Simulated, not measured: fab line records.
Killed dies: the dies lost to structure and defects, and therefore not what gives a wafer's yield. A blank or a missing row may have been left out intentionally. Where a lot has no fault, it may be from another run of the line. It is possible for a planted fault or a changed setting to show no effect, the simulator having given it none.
A lot that was struck, set against a sound lot ; flow gf180mcu ; 26 steps out of a route of 602
Sound: wafers L588.2, L588.4, L588.6. Wafers struck: L580.3, L580.5, L580.6. At the end, the cause is stated.
Each step with rows lists, per side, the tool, then ch with its chambers, then its first start. Under that, the readings that differ: sound wafers ; struck wafers ; difference of the means ; sigmas: that difference in standard deviations of wafers without a fault.
alike: a reading whose means differ by less than 2 such deviations, as well as words and numbers matching on both sides. not compared: withheld readings; readings where some wafer has no value; bounds like >300 that might hide an equal value; numbers whose values overlap and for which the record gives no deviation.
Wherever a step has rows on one side only, a row that says differs or no value, or a row with sigmas, the two part there. Numbers that have no deviation but don't overlap get no sigmas and don't part them. A reading missing from all wafers of one side parts the sides only when that side holds two or more wafers.

GF_MVSD_STRIP_10: strips in O2/N2.
  sound on plasmaAsher-02 ch 0,1, day 9 01:13; struck on plasmaAsher-02 ch 0,1, day 7 02:21
reading;sound;struck;difference;sigmas
stripTimeToEndpointS (s);37.17 37.09 37.12;36.83 36.84 36.82;-0.30;-3
  alike: chamberPressureMTorr, drypumpMotorCurrentA, heaterPowerW, oesProductAu, platenTempC
  not compared: rfHoursCounterH
GF_MVSD_TW_MEAS_11:
  struck on filmMetro-04, day 7 02:26; sound on filmMetro-04, day 9 01:19
  alike: MVSD_TW
then, 7 steps without rows for these wafers: GF_MVPSD_DEHYDRATE_00 (time 60 s); GF_MVPSD_HMDS_01 (prime time 60 s); GF_MVPSD_COAT_02 (resist thk 3000 nm); GF_MVPSD_SOFTBAKE_03; GF_MVPSD_EXPOSE_04 (exposes mask MVPSD, target cd 1000 nm); GF_MVPSD_PEB_05; GF_MVPSD_DEVELOP_06 (develop time 60 s).
GF_MVPSD_OVL_MEAS_07:
  struck on overlay-01, day 7 18:12; sound on overlay-02, day 9 18:00
  alike: MVPSD_OVL
then, 2 steps without rows for these wafers: GF_MVPSD_IMPLANT_08; GF_MVPSD_IMPLANT_09.
GF_MVPSD_STRIP_10: strips in O2/N2.
  sound on plasmaAsher-02 ch 0,1, day 9 18:20; struck on plasmaAsher-02 ch 0,1, day 7 18:34
  no value came back on the struck wafers for any of 7 readings (chamberPressureMTorr (mTorr), drypumpMotorCurrentA (A) and others); on the sound wafers chamberPressureMTorr (mTorr) reads 1500.4 1498.0 1498.6
reading;sound;struck;difference;sigmas
model.coat_of_MVPSD_COAT_02.thkNm (nm);0 0 0;2989 2992 2998;+2993;
  not compared: rfHoursCounterH
GF_MVPSD_TW_MEAS_11:
  struck on filmMetro-01, day 7 18:39; sound on filmMetro-02, day 9 18:26
  alike: MVPSD_TW
then, 7 steps without rows for these wafers: GF_VT_IMPLANT_DEHYDRATE_00 (time 60 s); GF_VT_IMPLANT_HMDS_01 (prime time 60 s); GF_VT_IMPLANT_COAT_02 (resist thk 1000 nm); GF_VT_IMPLANT_SOFTBAKE_03 (time 60 s); GF_VT_IMPLANT_EXPOSE_04 (exposes mask LVPWELL LV AREA, target cd 600 nm); GF_VT_IMPLANT_PEB_05; GF_VT_IMPLANT_DEVELOP_06 (develop time 60 s).
GF_VT_IMPLANT_OVL_MEAS_07:
  struck on overlay-01, day 8 10:56; sound on overlay-01, day 10 11:29
  alike: VT_IMPLANT_OVL
next, for these wafers, 1 step has no rows: GF_VT_IMPLANT_IMPLANT_08.
GF_VT_IMPLANT_STRIP_09: strips in O2/N2.
  sound on plasmaAsher-04 ch 0,1, day 10 11:40; struck on plasmaAsher-04 ch 0,1, day 8 11:08
reading;sound;struck;difference;sigmas
oesProductAu (a.u.);0.712 0.719 0.722;0.721 0.731 0.732;+0.010;+2
stripTimeToEndpointS (s);12.65 12.69 12.69;57.04 57.06 57.17;+44.41;+99 or more
  alike: chamberPressureMTorr, drypumpMotorCurrentA, heaterPowerW, platenTempC
  not compared: rfHoursCounterH
GF_VT_IMPLANT_TW_MEAS_10:
  struck on filmMetro-03, day 8 11:27; sound on filmMetro-04, day 10 11:46
reading;sound;struck;difference;sigmas
VT_IMPLANT_TW;556 555 556;30 30 30;-526;-99 or more
  not compared: hold
GF_PASSIVATION_PROBE_99:
  rows exist in the record for the sound wafers here (prober-01, day 34 07:30), none for the struck ones

== WHERE THEY PART ==
At GF_MVSD_STRIP_10 first; at GF_PASSIVATION_PROBE_99 last (within this record only).

WHY: what the simulator had put in
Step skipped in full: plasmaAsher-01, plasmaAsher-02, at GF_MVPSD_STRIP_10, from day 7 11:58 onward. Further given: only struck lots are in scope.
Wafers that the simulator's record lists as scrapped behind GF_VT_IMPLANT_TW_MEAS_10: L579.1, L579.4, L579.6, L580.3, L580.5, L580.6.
